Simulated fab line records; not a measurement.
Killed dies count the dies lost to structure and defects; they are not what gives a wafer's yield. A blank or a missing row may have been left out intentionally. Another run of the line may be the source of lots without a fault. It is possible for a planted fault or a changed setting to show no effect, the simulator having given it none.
Which tool did it? | flow gf180mcu | 14 lots with 42 wafers sampled at 5 steps, on a route of 602 steps

## WHAT THE GAUGES READ, wafer by wafer
GF_VT_IMPLANT_OVL_MEAS_07. Usual: VT_IMPLANT_OVL 0.8 nm, standard deviation 2.
lot  | measured     | on         | VT_IMPLANT_OVL (nm) | flag
L261 | day 5 15:34  | overlay-01 | -2.9 -2.6 -2.9      |
L262 | day 5 20:56  | overlay-02 | -0.9 -0.5 -1.5      |
L263 | day 6 07:19  | overlay-01 | -1.4 -0.5 -0.4      |
L264 | day 6 11:18  | overlay-01 | 2.4 2.2 1.6         |
L265 | day 6 18:13  | overlay-01 | 1.8 2.2 1.9         |
L266 | day 7 01:10  | overlay-02 | 2.0 2.5 1.6         |
L269 | day 7 16:41  | overlay-02 | 0.0 0.3 0.4         |
L270 | day 8 01:40  | overlay-01 | 1.1 0.6 0.4         |
L271 | day 8 05:01  | overlay-02 | 1.4 1.1 1.5         |
L277 | day 9 17:28  | overlay-01 | -2.5 -2.7 -2.7      |
L278 | day 10 00:22 | overlay-01 | 0.1 0.1 -0.6        |
L282 | day 11 01:08 | overlay-02 | 2.6 2.3 1.8         |
L283 | day 11 10:11 | overlay-02 | -0.5 0.6 -0.2       |
L284 | day 11 19:35 | overlay-01 | 1.1 0.8 1.3         |

GF_VT_IMPLANT_RS_MEAS_47: uses a four-point probe to measure. Usual: NWELL_RS 487.6 ohm/sq, standard deviation 1.2.
lot  | measured     | on            | NWELL_RS (ohm/sq) | flag
L261 | day 7 13:27  | film metro-01 | 487.3 486.2 486.7 |
L262 | day 7 20:49  | film metro-01 | 488.4 488.7 487.7 |
L263 | day 8 07:11  | film metro-04 | 486.3 488.3 486.3 |
L264 | day 8 11:37  | film metro-02 | 487.2 488.4 487.4 |
L265 | day 8 18:16  | film metro-04 | 486.6 485.7 484.3 |
L266 | day 9 02:35  | film metro-04 | 486.6 486.0 485.6 |
L269 | day 9 19:29  | film metro-04 | 486.6 487.2 486.1 |
L270 | day 10 05:04 | film metro-01 | 488.0 488.6 487.1 |
L271 | day 10 10:54 | film metro-01 | 488.5 487.4 487.7 |
L277 | day 12 01:35 | film metro-02 | 488.3 488.0 488.5 |
L278 | day 12 09:40 | film metro-01 | 489.0 488.5 488.3 |
L282 | day 13 12:19 | film metro-02 | 487.6 489.5 489.0 |
L283 | day 13 23:25 | film metro-02 | 489.0 489.9 491.0 |
L284 | day 14 09:09 | film metro-04 | 489.4 488.2 488.3 |

GF_HV_LDD_CD_MEAS_19 targets a cd of 400 nm. Usual: cd nm reads 399.8 nm (standard deviation 2.7).
lot  | measured     | on        | cd nm (nm)        | flag
L261 | day 10 19:22 | cd sem-02 | 401.2 401.5 400.4 |
L262 | day 11 02:32 | cd sem-02 | 396.6 398.9 397.2 |
L263 | day 11 16:58 | cd sem-02 | 401.3 400.2 401.5 |
L264 | day 11 19:19 | cd sem-01 | 404.4 402.6 403.6 |
L265 | day 12 04:39 | cd sem-02 | 400.3 397.3 401.3 |
L266 | day 12 11:58 | cd sem-02 | 401.1 401.8 401.5 |
L269 | day 13 05:43 | cd sem-02 | 395.5 395.7 396.7 |
L270 | day 13 18:00 | cd sem-01 | 401.1 399.0 397.8 |
L271 | day 14 01:11 | cd sem-02 | 395.1 396.7 397.7 |
L277 | day 15 17:55 | cd sem-02 | 399.8 401.9 402.8 |
L278 | day 16 06:59 | cd sem-02 | 400.8 401.1 403.4 |
L282 | day 17 14:20 | cd sem-02 | 402.8 402.4 401.4 |
L283 | day 18 04:11 | cd sem-02 | 398.3 396.6 396.8 |
L284 | day 18 13:43 | cd sem-01 | 395.0 395.0 393.9 |

## EACH LOT AND THE TOOL THAT RAN IT (in order: tool; ch and the chambers of the sampled wafers; start)
lot  | GF_DNWELL_COAT_02                | GF_DNWELL_STRIP_08
L261 | litho track-01 ch 0, day 2 11:05 | plasma asher-03 ch 0,1, day 2 17:53
L262 | litho track-01 ch 0, day 2 17:25 | plasma asher-04 ch 0,1, day 2 23:43
L263 | litho track-02 ch 0, day 3 00:56 | plasma asher-01 ch 0,1, day 3 08:04
L264 | litho track-01 ch 0, day 3 04:08 | plasma asher-01 ch 0,1, day 3 10:48
L265 | litho track-01 ch 0, day 3 09:11 | plasma asher-01 ch 0,1, day 3 16:04
L266 | litho track-01 ch 0, day 3 15:13 | plasma asher-03 ch 0,1, day 3 22:34
L269 | litho track-02 ch 0, day 4 05:08 | plasma asher-01 ch 0,1, day 4 13:01
L270 | litho track-03 ch 0, day 4 12:02 | plasma asher-04 ch 0,1, day 4 19:35
L271 | litho track-01 ch 0, day 4 16:49 | plasma asher-04 ch 0,1, day 4 23:40
L277 | litho track-01 ch 0, day 6 00:07 | plasma asher-01 ch 0,1, day 6 06:56
L278 | litho track-01 ch 0, day 6 04:35 | plasma asher-04 ch 0,1, day 6 11:55
L282 | litho track-03 ch 0, day 7 01:41 | plasma asher-03 ch 0,1, day 7 10:23
L283 | litho track-02 ch 0, day 7 09:33 | plasma asher-04 ch 0,1, day 7 17:29
L284 | litho track-03 ch 0, day 7 18:14 | plasma asher-04 ch 1, day 8 02:43
- GF_DNWELL_COAT_02: resist thk 3000 nm.
- GF_DNWELL_STRIP_08: strips in O2/N2.

## WHAT THE TOOLS THEMSELVES READ (means of the sampled wafers that have a number; where no wafer has one, the mark that the record gives instead)
GF_DNWELL_COAT_02. Usual: exhaust pa reads 45.0 Pa (standard deviation 0.98).
lot  | tool           | exhaust pa (Pa) | flag
L261 | litho track-01 | 44.3            |
L262 | litho track-01 | 45.2            |
L263 | litho track-02 | 45.2            |
L264 | litho track-01 | 45.1            |
L265 | litho track-01 | 43.7            |
L266 | litho track-01 | 44.7            |
L269 | litho track-02 | 44.9            |
L270 | litho track-03 | 44.6            |
L271 | litho track-01 | 42.8            |
L277 | litho track-01 | 46.2            |
L278 | litho track-01 | 46.0            |
L282 | litho track-03 | 44.7            |
L283 | litho track-02 | 44.6            |
L284 | litho track-03 | 43.8            |

GF_DNWELL_STRIP_08. Usual: drypump motor current A 5.5 A, standard deviation 0.35; heater power w 356 W, standard deviation 56; oes product au 0.722 a.u., standard deviation 0.0048; strip time to endpoint s 37.03 s, standard deviation 0.098.
lot  | tool            | drypump motor current A (A) | heater power w (W) | oes product au (a.u.) | strip time to endpoint s (s) | flag
L261 | plasma asher-03 | 6.1                         | 321                | 0.720                 | 36.99                        |
L262 | plasma asher-04 | 5.3                         | 416                | 0.725                 | 37.05                        |
L263 | plasma asher-01 | 5.4                         | 340                | 0.722                 | 37.01                        |
L264 | plasma asher-01 | 5.4                         | 339                | 0.726                 | 37.18                        |
L265 | plasma asher-01 | 5.3                         | 336                | 0.727                 | 37.22                        |
L266 | plasma asher-03 | 5.9                         | 317                | 0.723                 | 36.95                        |
L269 | plasma asher-01 | 5.6                         | 347                | 0.724                 | 37.06                        |
L270 | plasma asher-04 | 5.5                         | 357                | 0.718                 | 36.90                        |
L271 | plasma asher-04 | 5.5                         | 359                | 0.722                 | 36.94                        |
L277 | plasma asher-01 | 5.5                         | 338                | 0.726                 | 37.84                        | OFF
L278 | plasma asher-04 | 5.3                         | 412                | 0.720                 | 37.90                        | OFF
L282 | plasma asher-03 | 5.8                         | 320                | 0.718                 | 37.14                        |
L283 | plasma asher-04 | 5.4                         | 356                | 0.721                 | 37.00                        |
L284 | plasma asher-04 | 5.1                         | 453                | 0.722                 | 37.11                        |

## THE ANSWER, worked out from the rows above alone
Rule: take the mean of a lot's wafers that have a number; if it is more than 3 standard deviations from the usual mean, the lot is off. A lot without any number at a reading at which 4 lots or more have one is off too. Any other lot the step has rows for is counted as sound. After the gauges, taken in route order, come the tools' own readings; for these a lot's mean is taken, as printed above. At the first step where some lot is off, the reading lying furthest off is the one used; lots without a number count as furthest.
Off, at GF_DNWELL_STRIP_08 on strip time to endpoint s: L277, L278.
A tool fits if, at that step or a process step before it, it ran every lot that is off, and no sound lot after the first of them. One fits: litho track-01 at GF_DNWELL_COAT_02. A fault onset in the window from L271 (day 4 16:49, its last sound lot) to L277 (day 6 00:07, its first lot off) fits.

## WHAT HAD BEEN PUT IN BY THE SIMULATOR
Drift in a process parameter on litho track-01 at GF_DNWELL_COAT_02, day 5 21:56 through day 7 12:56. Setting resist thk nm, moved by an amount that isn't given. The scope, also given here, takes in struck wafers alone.
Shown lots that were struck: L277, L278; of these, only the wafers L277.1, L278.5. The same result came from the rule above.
